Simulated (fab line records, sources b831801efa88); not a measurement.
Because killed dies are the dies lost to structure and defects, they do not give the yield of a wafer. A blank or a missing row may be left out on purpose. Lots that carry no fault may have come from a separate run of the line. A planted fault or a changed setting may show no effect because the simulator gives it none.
fab line records / flow sky130
record: lots: 6 wafers: 18 lastDay: 50
route steps=708 shown CONTACT@425 METAL1@434
lots that met no fault: from a run of the same line without faults
startH: the number of hours between the record's first day and the start of the first shown wafer of the lot / waitH: hours since the lot's step before / " same as the row above / L1.1+2: a row that stands for several wafers / - no value, or no start was given / * or withheld: withheld / < > ~ a bound
route shown NAME@n: NAME is a module with steps in the file, n the number in the route of the first one / usual: mean/standard deviation of fault-free wafers / same: alike in all rows / chamber/n: place in a boat / sites: the reading at each site / _std_site: how widely they spread, as a standard deviation / _edge_site: outer sites' mean less inner sites' / radiusMm: how far each site lies from the wafer's centre / mask NAME#n: copy n / behind: the last tool/chamber to shape the wafer / hold: what put the lot on hold/how long, in hours/how the hold closed / device: whichever transistor did not switch (one of n, p or np) / end of line: at the end of the route, the tests of the same wafers / a step with no rows: only its recipe / killed: count of dies lost to structure and defects at first sort (not the wafer's yield) / map: a wafer's dies, x killed, . not, _ none there
set.NAME: setting as actually run; set.NAME@STEP: the setting as run at that earlier step / model.NAME: the simulator's own value behind a step, which no gauge read
lots seen at some steps along the route; tables by step, rows by wafer
services: from which hour (startH, from the record's first day; less than 0 if before it) a tool's chamber was out of use, for how many hours, and why
== steps ==
step: SKY_CONTACT_STRIP_19
recipe: chemistry: O2/N2 powerW: 1400 pressureMtorr: 1500 platenTempC: withheld o2FlowSccm: 3000 n2FlowSccm: 300 overashFraction: 0.5
usual: drypumpMotorCurrentA: 5.36/0.24 oesProductAu: 0.381/0.0053 stripTimeToEndpointS: 3.615/0.027
same: overashFraction: 0.5
lot.wafer=L715.2 tool=plasmaAsher-03 chamber=0 startH=800.38 waitH=- drypumpMotorCurrentA=5.31 oesProductAu=0.381 rfHoursCounterH=98 stripTimeToEndpointS=3.601
lot.wafer=L715.3 tool=plasmaAsher-03 chamber=0 startH=800.38 waitH=- drypumpMotorCurrentA=5.32 oesProductAu=0.380 rfHoursCounterH=- stripTimeToEndpointS=3.595
lot.wafer=L715.5 tool=plasmaAsher-03 chamber=0 startH=800.38 waitH=- drypumpMotorCurrentA=5.30 oesProductAu=0.383 rfHoursCounterH=- stripTimeToEndpointS=3.611
lot.wafer=L716.2 tool=plasmaAsher-03 chamber=1 startH=808.58 waitH=- drypumpMotorCurrentA=5.28 oesProductAu=0.390 rfHoursCounterH=99 stripTimeToEndpointS=3.683
lot.wafer=L716.4 tool=plasmaAsher-03 chamber=0 startH=808.58 waitH=- drypumpMotorCurrentA=5.32 oesProductAu=0.386 rfHoursCounterH=- stripTimeToEndpointS=3.621
lot.wafer=L716.6 tool=plasmaAsher-03 chamber=0 startH=808.58 waitH=- drypumpMotorCurrentA=5.32 oesProductAu=0.375 rfHoursCounterH=- stripTimeToEndpointS=3.648
lot.wafer=L724.4 tool=plasmaAsher-03 chamber=1 startH=856.06 waitH=- drypumpMotorCurrentA=5.26 oesProductAu=0.379 rfHoursCounterH=- stripTimeToEndpointS=3.628
lot.wafer=L724.5 tool=plasmaAsher-03 chamber=0 startH=856.06 waitH=- drypumpMotorCurrentA=5.33 oesProductAu=0.376 rfHoursCounterH=- stripTimeToEndpointS=3.579
lot.wafer=L724.6 tool=plasmaAsher-03 chamber=1 startH=856.06 waitH=- drypumpMotorCurrentA=5.24 oesProductAu=0.381 rfHoursCounterH=- stripTimeToEndpointS=3.635
lot.wafer=L728.1 tool=plasmaAsher-01 chamber=1 startH=882.43 waitH=- drypumpMotorCurrentA=5.30 oesProductAu=0.382 rfHoursCounterH=75 stripTimeToEndpointS=3.661
lot.wafer=L728.3 tool=plasmaAsher-01 chamber=0 startH=882.43 waitH=- drypumpMotorCurrentA=5.12 oesProductAu=0.380 rfHoursCounterH=- stripTimeToEndpointS=3.637
lot.wafer=L728.4 tool=plasmaAsher-01 chamber=1 startH=882.43 waitH=- drypumpMotorCurrentA=5.30 oesProductAu=0.375 rfHoursCounterH=- stripTimeToEndpointS=3.643
lot.wafer=L731.1 tool=plasmaAsher-01 chamber=0 startH=899.58 waitH=- drypumpMotorCurrentA=5.12 oesProductAu=0.380 rfHoursCounterH=77 stripTimeToEndpointS=3.639
lot.wafer=L731.2 tool=plasmaAsher-01 chamber=1 startH=899.58 waitH=- drypumpMotorCurrentA=5.28 oesProductAu=0.377 rfHoursCounterH=77 stripTimeToEndpointS=3.564
lot.wafer=L731.6 tool=plasmaAsher-01 chamber=0 startH=899.58 waitH=- drypumpMotorCurrentA=5.13 oesProductAu=0.376 rfHoursCounterH=- stripTimeToEndpointS=3.589
lot.wafer=L732.3 tool=plasmaAsher-03 chamber=0 startH=908.36 waitH=- drypumpMotorCurrentA=5.31 oesProductAu=0.385 rfHoursCounterH=- stripTimeToEndpointS=3.597
lot.wafer=L732.5 tool=plasmaAsher-03 chamber=0 startH=908.36 waitH=- drypumpMotorCurrentA=5.33 oesProductAu=0.388 rfHoursCounterH=- stripTimeToEndpointS=3.654
lot.wafer=L732.6 tool=plasmaAsher-03 chamber=1 startH=908.36 waitH=- drypumpMotorCurrentA=5.28 oesProductAu=0.375 rfHoursCounterH=- stripTimeToEndpointS=3.623
step: SKY_CONTACT_STRIP_20
recipe: chemistry: postEtchResidueRemover timeS: 1200 tempC: 72.5
step: SKY_CONTACT_CLEAN_21
recipe: chemistry: IPA timeS: 180 tempC: 25
step: SKY_CONTACT_CLEAN_22
recipe: chemistry: O3/DIW dry: n2Spin
step: SKY_CONTACT_SPUTTER_23
recipe: material: TiN targetThkNm: 20 chamberPressurePa: 5 powerW: 4000 timeS: 80
step: SKY_CONTACT_CVD_24
recipe: material: W targetThkNm: 340 timeS: 102.12 tempC: 400 pressureTorr: 40
step: SKY_CONTACT_RS_MEAS_25
recipe: thkMeasGauge: four-point-probe reads: W_of_CONTACT_CVD_24+TiN_of_CONTACT_SPUTTER_23
usual: CONTACT_W_RS: 0.337/0.0043
lot.wafer=L715.2 tool=filmMetro-03 chamber=- startH=801.20 waitH=0.1 CONTACT_W_RS[ohm/sq]=0.337
lot.wafer=L715.3 tool=filmMetro-03 chamber=- startH=801.20 waitH=0.1 CONTACT_W_RS[ohm/sq]=0.344
lot.wafer=L715.5 tool=filmMetro-03 chamber=- startH=801.20 waitH=0.1 CONTACT_W_RS[ohm/sq]=0.337
lot.wafer=L716.2 tool=filmMetro-01 chamber=- startH=809.36 waitH=0.1 CONTACT_W_RS[ohm/sq]=0.336
lot.wafer=L716.4 tool=filmMetro-01 chamber=- startH=809.36 waitH=0.1 CONTACT_W_RS[ohm/sq]=0.337
lot.wafer=L716.6 tool=filmMetro-01 chamber=- startH=809.36 waitH=0.1 CONTACT_W_RS[ohm/sq]=0.336
lot.wafer=L724.4 tool=filmMetro-02 chamber=- startH=856.89 waitH=0.1 CONTACT_W_RS[ohm/sq]=0.338
lot.wafer=L724.5 tool=filmMetro-02 chamber=- startH=856.89 waitH=0.1 CONTACT_W_RS[ohm/sq]=0.334
lot.wafer=L724.6 tool=filmMetro-02 chamber=- startH=856.89 waitH=0.1 CONTACT_W_RS[ohm/sq]=0.336
lot.wafer=L728.1 tool=filmMetro-03 chamber=- startH=883.22 waitH=0.1 CONTACT_W_RS[ohm/sq]=0.335
lot.wafer=L728.3 tool=filmMetro-03 chamber=- startH=883.22 waitH=0.1 CONTACT_W_RS[ohm/sq]=0.340
lot.wafer=L728.4 tool=filmMetro-03 chamber=- startH=883.22 waitH=0.1 CONTACT_W_RS[ohm/sq]=0.338
lot.wafer=L731.1 tool=filmMetro-03 chamber=- startH=900.35 waitH=0.1 CONTACT_W_RS[ohm/sq]=0.336
lot.wafer=L731.2 tool=filmMetro-03 chamber=- startH=900.35 waitH=0.1 CONTACT_W_RS[ohm/sq]=0.336
lot.wafer=L731.6 tool=filmMetro-03 chamber=- startH=900.35 waitH=0.1 CONTACT_W_RS[ohm/sq]=0.334
lot.wafer=L732.3 tool=filmMetro-03 chamber=- startH=909.13 waitH=0.1 CONTACT_W_RS[ohm/sq]=0.341
lot.wafer=L732.5 tool=filmMetro-03 chamber=- startH=909.13 waitH=0.1 CONTACT_W_RS[ohm/sq]=0.340
lot.wafer=L732.6 tool=filmMetro-03 chamber=- startH=909.13 waitH=0.1 CONTACT_W_RS[ohm/sq]=0.346
step: SKY_CONTACT_THK_MEAS_26
recipe: thkMeasGauge: xrf reads: W_of_CONTACT_CVD_24
usual: CONTACT_W_THK: 344/4.7
lot.wafer=L715.2 tool=filmMetro-03 chamber=- startH=801.31 waitH=0.1 CONTACT_W_THK[nm]=349
lot.wafer=L715.3 tool=filmMetro-03 chamber=- startH=801.31 waitH=0.1 CONTACT_W_THK[nm]=340
lot.wafer=L715.5 tool=filmMetro-03 chamber=- startH=801.31 waitH=0.1 CONTACT_W_THK[nm]=349
lot.wafer=L716.2 tool=filmMetro-01 chamber=- startH=809.47 waitH=0.1 CONTACT_W_THK[nm]=342
lot.wafer=L716.4 tool=filmMetro-01 chamber=- startH=809.47 waitH=0.1 CONTACT_W_THK[nm]=342
lot.wafer=L716.6 tool=filmMetro-01 chamber=- startH=809.47 waitH=0.1 CONTACT_W_THK[nm]=343
lot.wafer=L724.4 tool=filmMetro-02 chamber=- startH=856.98 waitH=0.1 CONTACT_W_THK[nm]=340
lot.wafer=L724.5 tool=filmMetro-02 chamber=- startH=856.98 waitH=0.1 CONTACT_W_THK[nm]=344
lot.wafer=L724.6 tool=filmMetro-02 chamber=- startH=856.98 waitH=0.1 CONTACT_W_THK[nm]=345
lot.wafer=L728.1 tool=filmMetro-03 chamber=- startH=883.34 waitH=0.1 CONTACT_W_THK[nm]=347
lot.wafer=L728.3 tool=filmMetro-03 chamber=- startH=883.34 waitH=0.1 CONTACT_W_THK[nm]=342
lot.wafer=L728.4 tool=filmMetro-03 chamber=- startH=883.34 waitH=0.1 CONTACT_W_THK[nm]=345
lot.wafer=L731.1 tool=filmMetro-03 chamber=- startH=900.47 waitH=0.1 CONTACT_W_THK[nm]=348
lot.wafer=L731.2 tool=filmMetro-03 chamber=- startH=900.47 waitH=0.1 CONTACT_W_THK[nm]=350
lot.wafer=L731.6 tool=filmMetro-03 chamber=- startH=900.47 waitH=0.1 CONTACT_W_THK[nm]=351
lot.wafer=L732.3 tool=filmMetro-03 chamber=- startH=909.23 waitH=0.1 CONTACT_W_THK[nm]=343
lot.wafer=L732.5 tool=filmMetro-03 chamber=- startH=909.23 waitH=0.1 CONTACT_W_THK[nm]=343
lot.wafer=L732.6 tool=filmMetro-03 chamber=- startH=909.23 waitH=0.1 CONTACT_W_THK[nm]=339
step: SKY_CONTACT_CMP_27
recipe: stopOn: SiO2 tOverpolishS: 15 downForcePsi: 3.5 platenRpm: 60 targetThkNm: 0 padVelocityMS: 0.94248
step: SKY_METAL1_SPUTTER_00
recipe: material: Ti targetThkNm: 15 powerW: 3000 timeS: 10 chamberPressurePa: 0.4
usual: cathodeDcPowerW: 3000.1/0.56 chamberPressurePa: 0.3999/0.00089 throttleValvePct: 30.1/1.2
lot.wafer=L715.2 tool=pvdSputter-04 chamber=- startH=801.66 waitH=0.1 cathodeDcPowerW=2999.8 chamberPressurePa=0.3982 throttleValvePct=29.6
lot.wafer=L715.3 tool=pvdSputter-04 chamber=- startH=801.66 waitH=0.1 cathodeDcPowerW=2999.4 chamberPressurePa=0.4006 throttleValvePct=31.2
lot.wafer=L715.5 tool=pvdSputter-04 chamber=- startH=801.66 waitH=0.1 cathodeDcPowerW=2999.6 chamberPressurePa=0.4005 throttleValvePct=30.5
lot.wafer=L716.2 tool=pvdSputter-02 chamber=- startH=809.82 waitH=0.2 cathodeDcPowerW=3001.1 chamberPressurePa=0.4002 throttleValvePct=30.0
lot.wafer=L716.4 tool=pvdSputter-02 chamber=- startH=809.82 waitH=0.2 cathodeDcPowerW=2999.3 chamberPressurePa=0.4005 throttleValvePct=30.1
lot.wafer=L716.6 tool=pvdSputter-02 chamber=- startH=809.82 waitH=0.2 cathodeDcPowerW=2999.9 chamberPressurePa=0.4007 throttleValvePct=29.7
lot.wafer=L724.4 tool=pvdSputter-02 chamber=- startH=857.71 waitH=0.1 cathodeDcPowerW=3001.4 chamberPressurePa=0.4015 throttleValvePct=30.1
lot.wafer=L724.5 tool=pvdSputter-02 chamber=- startH=857.71 waitH=0.1 cathodeDcPowerW=3001.4 chamberPressurePa=0.3989 throttleValvePct=30.7
lot.wafer=L724.6 tool=pvdSputter-02 chamber=- startH=857.71 waitH=0.1 cathodeDcPowerW=3000.3 chamberPressurePa=0.4015 throttleValvePct=29.8
lot.wafer=L728.1 tool=pvdSputter-01 chamber=- startH=883.70 waitH=0.2 cathodeDcPowerW=2999.6 chamberPressurePa=0.4003 throttleValvePct=28.2
lot.wafer=L728.3 tool=pvdSputter-01 chamber=- startH=883.70 waitH=0.2 cathodeDcPowerW=2999.4 chamberPressurePa=0.4003 throttleValvePct=30.5
lot.wafer=L728.4 tool=pvdSputter-01 chamber=- startH=883.70 waitH=0.2 cathodeDcPowerW=3000.3 chamberPressurePa=0.4000 throttleValvePct=30.2
lot.wafer=L731.1 tool=pvdSputter-01 chamber=- startH=900.83 waitH=0.2 cathodeDcPowerW=3000.5 chamberPressurePa=0.3983 throttleValvePct=30.2
lot.wafer=L731.2 tool=pvdSputter-01 chamber=- startH=900.83 waitH=0.2 cathodeDcPowerW=2999.5 chamberPressurePa=0.3999 throttleValvePct=27.6
lot.wafer=L731.6 tool=pvdSputter-01 chamber=- startH=900.83 waitH=0.2 cathodeDcPowerW=3001.1 chamberPressurePa=0.3994 throttleValvePct=27.7
lot.wafer=L732.3 tool=pvdSputter-02 chamber=- startH=909.57 waitH=0.2 cathodeDcPowerW=3000.9 chamberPressurePa=0.3990 throttleValvePct=30.2
lot.wafer=L732.5 tool=pvdSputter-02 chamber=- startH=909.57 waitH=0.2 cathodeDcPowerW=3000.2 chamberPressurePa=0.3992 throttleValvePct=30.9
lot.wafer=L732.6 tool=pvdSputter-02 chamber=- startH=909.57 waitH=0.2 cathodeDcPowerW=2999.8 chamberPressurePa=0.4000 throttleValvePct=30.0
step: SKY_METAL1_SPUTTER_01
recipe: material: TiN targetThkNm: 20 powerW: 6500 timeS: 16.7 chamberPressurePa: 0.4
usual: cathodeDcPowerW: 6500.2/1.3 chamberPressurePa: 0.4001/0.00074 throttleValvePct: 30.1/1.1
lot.wafer=L715.2 tool=pvdSputter-04 chamber=- startH=801.68 waitH=0.0 cathodeDcPowerW=6500.5 chamberPressurePa=0.4007 throttleValvePct=29.6
lot.wafer=L715.3 tool=pvdSputter-04 chamber=- startH=801.68 waitH=0.0 cathodeDcPowerW=6502.0 chamberPressurePa=0.3997 throttleValvePct=31.3
lot.wafer=L715.5 tool=pvdSputter-04 chamber=- startH=801.68 waitH=0.0 cathodeDcPowerW=6500.7 chamberPressurePa=0.4001 throttleValvePct=30.7
lot.wafer=L716.2 tool=pvdSputter-02 chamber=- startH=809.84 waitH=0.0 cathodeDcPowerW=6500.4 chamberPressurePa=0.4010 throttleValvePct=29.7
lot.wafer=L716.4 tool=pvdSputter-02 chamber=- startH=809.84 waitH=0.0 cathodeDcPowerW=6501.8 chamberPressurePa=0.4003 throttleValvePct=30.1
lot.wafer=L716.6 tool=pvdSputter-02 chamber=- startH=809.84 waitH=0.0 cathodeDcPowerW=6501.4 chamberPressurePa=0.4011 throttleValvePct=30.0
lot.wafer=L724.4 tool=pvdSputter-02 chamber=- startH=857.73 waitH=0.0 cathodeDcPowerW=6501.2 chamberPressurePa=0.3999 throttleValvePct=30.2
lot.wafer=L724.5 tool=pvdSputter-02 chamber=- startH=857.73 waitH=0.0 cathodeDcPowerW=6500.9 chamberPressurePa=0.3995 throttleValvePct=30.9
lot.wafer=L724.6 tool=pvdSputter-02 chamber=- startH=857.73 waitH=0.0 cathodeDcPowerW=6499.1 chamberPressurePa=0.4006 throttleValvePct=30.0
lot.wafer=L728.1 tool=pvdSputter-01 chamber=- startH=883.72 waitH=0.0 cathodeDcPowerW=6501.4 chamberPressurePa=0.3997 throttleValvePct=28.1
lot.wafer=L728.3 tool=pvdSputter-01 chamber=- startH=883.72 waitH=0.0 cathodeDcPowerW=6502.7 chamberPressurePa=0.3990 throttleValvePct=30.0
lot.wafer=L728.4 tool=pvdSputter-01 chamber=- startH=883.72 waitH=0.0 cathodeDcPowerW=6499.6 chamberPressurePa=0.4014 throttleValvePct=30.4
lot.wafer=L731.1 tool=pvdSputter-01 chamber=- startH=900.85 waitH=0.0 cathodeDcPowerW=6500.0 chamberPressurePa=0.4007 throttleValvePct=30.2
lot.wafer=L731.2 tool=pvdSputter-01 chamber=- startH=900.85 waitH=0.0 cathodeDcPowerW=6500.8 chamberPressurePa=0.3996 throttleValvePct=28.1
lot.wafer=L731.6 tool=pvdSputter-01 chamber=- startH=900.85 waitH=0.0 cathodeDcPowerW=6502.4 chamberPressurePa=0.3994 throttleValvePct=28.0
lot.wafer=L732.3 tool=pvdSputter-02 chamber=- startH=909.59 waitH=0.0 cathodeDcPowerW=6499.7 chamberPressurePa=0.3997 throttleValvePct=29.8
lot.wafer=L732.5 tool=pvdSputter-02 chamber=- startH=909.59 waitH=0.0 cathodeDcPowerW=6500.8 chamberPressurePa=0.3992 throttleValvePct=30.9
lot.wafer=L732.6 tool=pvdSputter-02 chamber=- startH=909.59 waitH=0.0 cathodeDcPowerW=6503.2 chamberPressurePa=0.4000 throttleValvePct=30.1
step: SKY_METAL1_SPUTTER_02
recipe: material: AlCu targetThkNm: 250 powerW: 10600 timeS: 13.3 chamberPressurePa: 0.4
usual: cathodeDcPowerW: 10600/2 chamberPressurePa: 0.4000/0.00082 throttleValvePct: 30.1/1.2
lot.wafer=L715.2 tool=pvdSputter-04 chamber=- startH=801.71 waitH=0.0 cathodeDcPowerW=10600 chamberPressurePa=0.3995 throttleValvePct=29.6
lot.wafer=L715.3 tool=pvdSputter-04 chamber=- startH=801.71 waitH=0.0 cathodeDcPowerW=10601 chamberPressurePa=0.3990 throttleValvePct=31.3
lot.wafer=L715.5 tool=pvdSputter-04 chamber=- startH=801.71 waitH=0.0 cathodeDcPowerW=10599 chamberPressurePa=0.4003 throttleValvePct=30.7
lot.wafer=L716.2 tool=pvdSputter-02 chamber=- startH=809.87 waitH=0.0 cathodeDcPowerW=10596 chamberPressurePa=0.4001 throttleValvePct=29.8
lot.wafer=L716.4 tool=pvdSputter-02 chamber=- startH=809.87 waitH=0.0 cathodeDcPowerW=10598 chamberPressurePa=0.4001 throttleValvePct=29.9
lot.wafer=L716.6 tool=pvdSputter-02 chamber=- startH=809.87 waitH=0.0 cathodeDcPowerW=10598 chamberPressurePa=0.4009 throttleValvePct=29.7
lot.wafer=L724.4 tool=pvdSputter-02 chamber=- startH=857.76 waitH=0.0 cathodeDcPowerW=10598 chamberPressurePa=0.3999 throttleValvePct=30.0
lot.wafer=L724.5 tool=pvdSputter-02 chamber=- startH=857.76 waitH=0.0 cathodeDcPowerW=10600 chamberPressurePa=0.4018 throttleValvePct=30.7
lot.wafer=L724.6 tool=pvdSputter-02 chamber=- startH=857.76 waitH=0.0 cathodeDcPowerW=10603 chamberPressurePa=0.3984 throttleValvePct=30.0
lot.wafer=L728.1 tool=pvdSputter-01 chamber=- startH=883.75 waitH=0.0 cathodeDcPowerW=10600 chamberPressurePa=0.3992 throttleValvePct=28.4
lot.wafer=L728.3 tool=pvdSputter-01 chamber=- startH=883.75 waitH=0.0 cathodeDcPowerW=10601 chamberPressurePa=0.4004 throttleValvePct=30.2
lot.wafer=L728.4 tool=pvdSputter-01 chamber=- startH=883.75 waitH=0.0 cathodeDcPowerW=10602 chamberPressurePa=0.3996 throttleValvePct=29.9
lot.wafer=L731.1 tool=pvdSputter-01 chamber=- startH=900.88 waitH=0.0 cathodeDcPowerW=10602 chamberPressurePa=0.4005 throttleValvePct=30.1
lot.wafer=L731.2 tool=pvdSputter-01 chamber=- startH=900.88 waitH=0.0 cathodeDcPowerW=10601 chamberPressurePa=0.4007 throttleValvePct=27.7
lot.wafer=L731.6 tool=pvdSputter-01 chamber=- startH=900.88 waitH=0.0 cathodeDcPowerW=10601 chamberPressurePa=0.3997 throttleValvePct=27.8
lot.wafer=L732.3 tool=pvdSputter-02 chamber=- startH=909.62 waitH=0.0 cathodeDcPowerW=10600 chamberPressurePa=0.4000 throttleValvePct=29.8
lot.wafer=L732.5 tool=pvdSputter-02 chamber=- startH=909.62 waitH=0.0 cathodeDcPowerW=10599 chamberPressurePa=0.3987 throttleValvePct=30.8
lot.wafer=L732.6 tool=pvdSputter-02 chamber=- startH=909.62 waitH=0.0 cathodeDcPowerW=10602 chamberPressurePa=0.3997 throttleValvePct=29.6
step: SKY_METAL1_SPUTTER_03
recipe: material: Ti targetThkNm: 5 powerW: 3000 timeS: 3.3 chamberPressurePa: 0.4
usual: cathodeDcPowerW: 3000.0/0.55 chamberPressurePa: 0.3999/0.00081 throttleValvePct: 30.1/1.2
lot.wafer=L715.2 tool=pvdSputter-04 chamber=- startH=801.73 waitH=0.0 cathodeDcPowerW=- chamberPressurePa=- throttleValvePct=-
lot.wafer=L715.3 tool=pvdSputter-04 chamber=- startH=801.73 waitH=0.0 cathodeDcPowerW=- chamberPressurePa=- throttleValvePct=-
lot.wafer=L715.5 tool=pvdSputter-04 chamber=- startH=801.73 waitH=0.0 cathodeDcPowerW=- chamberPressurePa=- throttleValvePct=-
lot.wafer=L716.2 tool=pvdSputter-02 chamber=- startH=809.90 waitH=0.0 cathodeDcPowerW=- chamberPressurePa=- throttleValvePct=-
lot.wafer=L716.4 tool=pvdSputter-02 chamber=- startH=809.90 waitH=0.0 cathodeDcPowerW=- chamberPressurePa=- throttleValvePct=-
lot.wafer=L716.6 tool=pvdSputter-02 chamber=- startH=809.90 waitH=0.0 cathodeDcPowerW=- chamberPressurePa=- throttleValvePct=-
lot.wafer=L724.4 tool=pvdSputter-02 chamber=- startH=857.78 waitH=0.0 cathodeDcPowerW=3000.1 chamberPressurePa=0.4004 throttleValvePct=29.9
lot.wafer=L724.5 tool=pvdSputter-02 chamber=- startH=857.78 waitH=0.0 cathodeDcPowerW=2999.8 chamberPressurePa=0.4008 throttleValvePct=30.8
lot.wafer=L724.6 tool=pvdSputter-02 chamber=- startH=857.78 waitH=0.0 cathodeDcPowerW=3000.4 chamberPressurePa=0.3995 throttleValvePct=29.9
lot.wafer=L728.1 tool=pvdSputter-01 chamber=- startH=883.77 waitH=0.0 cathodeDcPowerW=3000.0 chamberPressurePa=0.3989 throttleValvePct=28.2
lot.wafer=L728.3 tool=pvdSputter-01 chamber=- startH=883.77 waitH=0.0 cathodeDcPowerW=3000.0 chamberPressurePa=0.4002 throttleValvePct=29.9
lot.wafer=L728.4 tool=pvdSputter-01 chamber=- startH=883.77 waitH=0.0 cathodeDcPowerW=2999.2 chamberPressurePa=0.3997 throttleValvePct=30.4
lot.wafer=L731.1 tool=pvdSputter-01 chamber=- startH=900.90 waitH=0.0 cathodeDcPowerW=2999.5 chamberPressurePa=0.3996 throttleValvePct=30.5
lot.wafer=L731.2 tool=pvdSputter-01 chamber=- startH=900.90 waitH=0.0 cathodeDcPowerW=3000.1 chamberPressurePa=0.4013 throttleValvePct=28.0
lot.wafer=L731.6 tool=pvdSputter-01 chamber=- startH=900.90 waitH=0.0 cathodeDcPowerW=3000.2 chamberPressurePa=0.4013 throttleValvePct=27.7
lot.wafer=L732.3 tool=pvdSputter-02 chamber=- startH=909.64 waitH=0.0 cathodeDcPowerW=2999.6 chamberPressurePa=0.3998 throttleValvePct=30.1
lot.wafer=L732.5 tool=pvdSputter-02 chamber=- startH=909.64 waitH=0.0 cathodeDcPowerW=2999.4 chamberPressurePa=0.4004 throttleValvePct=30.8
lot.wafer=L732.6 tool=pvdSputter-02 chamber=- startH=909.64 waitH=0.0 cathodeDcPowerW=3000.5 chamberPressurePa=0.4005 throttleValvePct=29.7
step: SKY_METAL1_SPUTTER_04
recipe: material: TiN targetThkNm: 70 powerW: 6500 timeS: 58.3 chamberPressurePa: 0.4
usual: cathodeDcPowerW: 6499.9/1.2 chamberPressurePa: 0.3999/0.00088 throttleValvePct: 30.1/1.2
lot.wafer=L715.2 tool=pvdSputter-04 chamber=- startH=801.75 waitH=0.0 cathodeDcPowerW=6499.4 chamberPressurePa=0.3988 throttleValvePct=29.6
lot.wafer=L715.3 tool=pvdSputter-04 chamber=- startH=801.75 waitH=0.0 cathodeDcPowerW=6500.0 chamberPressurePa=0.4015 throttleValvePct=31.6
lot.wafer=L715.5 tool=pvdSputter-04 chamber=- startH=801.75 waitH=0.0 cathodeDcPowerW=6500.2 chamberPressurePa=0.4002 throttleValvePct=30.5
lot.wafer=L716.2 tool=pvdSputter-02 chamber=- startH=809.92 waitH=0.0 cathodeDcPowerW=6500.0 chamberPressurePa=0.3989 throttleValvePct=29.8
lot.wafer=L716.4 tool=pvdSputter-02 chamber=- startH=809.92 waitH=0.0 cathodeDcPowerW=6499.2 chamberPressurePa=0.3997 throttleValvePct=30.3
lot.wafer=L716.6 tool=pvdSputter-02 chamber=- startH=809.92 waitH=0.0 cathodeDcPowerW=6499.9 chamberPressurePa=0.3995 throttleValvePct=30.0
lot.wafer=L724.4 tool=pvdSputter-02 chamber=- startH=857.80 waitH=0.0 cathodeDcPowerW=6501.6 chamberPressurePa=0.3999 throttleValvePct=30.1
lot.wafer=L724.5 tool=pvdSputter-02 chamber=- startH=857.80 waitH=0.0 cathodeDcPowerW=6500.9 chamberPressurePa=0.3999 throttleValvePct=31.0
lot.wafer=L724.6 tool=pvdSputter-02 chamber=- startH=857.80 waitH=0.0 cathodeDcPowerW=6498.8 chamberPressurePa=0.4005 throttleValvePct=30.0
lot.wafer=L728.1 tool=pvdSputter-01 chamber=- startH=883.79 waitH=0.0 cathodeDcPowerW=6501.1 chamberPressurePa=0.4001 throttleValvePct=28.3
lot.wafer=L728.3 tool=pvdSputter-01 chamber=- startH=883.79 waitH=0.0 cathodeDcPowerW=6499.6 chamberPressurePa=0.3989 throttleValvePct=30.2
lot.wafer=L728.4 tool=pvdSputter-01 chamber=- startH=883.79 waitH=0.0 cathodeDcPowerW=6499.6 chamberPressurePa=0.3997 throttleValvePct=30.4
lot.wafer=L731.1 tool=pvdSputter-01 chamber=- startH=900.92 waitH=0.0 cathodeDcPowerW=6499.3 chamberPressurePa=0.3997 throttleValvePct=30.2
lot.wafer=L731.2 tool=pvdSputter-01 chamber=- startH=900.92 waitH=0.0 cathodeDcPowerW=6498.7 chamberPressurePa=0.3993 throttleValvePct=27.4
lot.wafer=L731.6 tool=pvdSputter-01 chamber=- startH=900.92 waitH=0.0 cathodeDcPowerW=6500.7 chamberPressurePa=0.3999 throttleValvePct=28.2
lot.wafer=L732.3 tool=pvdSputter-02 chamber=- startH=909.66 waitH=0.0 cathodeDcPowerW=6501.1 chamberPressurePa=0.4008 throttleValvePct=30.2
lot.wafer=L732.5 tool=pvdSputter-02 chamber=- startH=909.66 waitH=0.0 cathodeDcPowerW=6499.0 chamberPressurePa=0.4013 throttleValvePct=31.1
lot.wafer=L732.6 tool=pvdSputter-02 chamber=- startH=909.66 waitH=0.0 cathodeDcPowerW=6500.7 chamberPressurePa=0.4011 throttleValvePct=30.0
== services ==
tool=pvdSputter-01 chamber=- startH=778.36 hours=2.2 kind=repair
tool=pvdSputter-01 chamber=- startH=786.03 hours=4.2 kind=repair
tool=plasmaAsher-03 chamber=- startH=838.77 hours=1.8 kind=repair
tool=plasmaAsher-03 chamber=- startH=884.55 hours=4.4 kind=repair
tool=pvdSputter-01 chamber=- startH=884.99 hours=2.0 kind=repair
tool=pvdSputter-02 chamber=- startH=887.82 hours=1.0 kind=repair
== key ==
firstSign: step: SKY_METAL1_SPUTTER_03 reading: toolRecord direction: missing
effect none on later readings
metAt SKY_METAL1_SPUTTER_03
struckWafers L715.2,L715.3,L715.5,L716.2,L716.4,L716.6
laterRowsLeftOut L715.2,L715.3,L715.5,L716.2,L716.4,L716.6
sortLeftOut L715.2,L715.3,L715.5,L716.2,L716.4,L716.6
fault: kind: skippedStepWhole tool: pvdSputter-02,pvdSputter-04 chamber: - onsetH: 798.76 steps: SKY_METAL1_SPUTTER_03 scope: struckLotsOnly
sortLeftOut: the simulated sort isn't trusted on such a fault, so these wafers' sort isn't shown, and their yield isn't known
laterRowsLeftOut: the simulator's readings of these wafers behind a module that went badly wrong aren't trusted and aren't shown, but for the sort
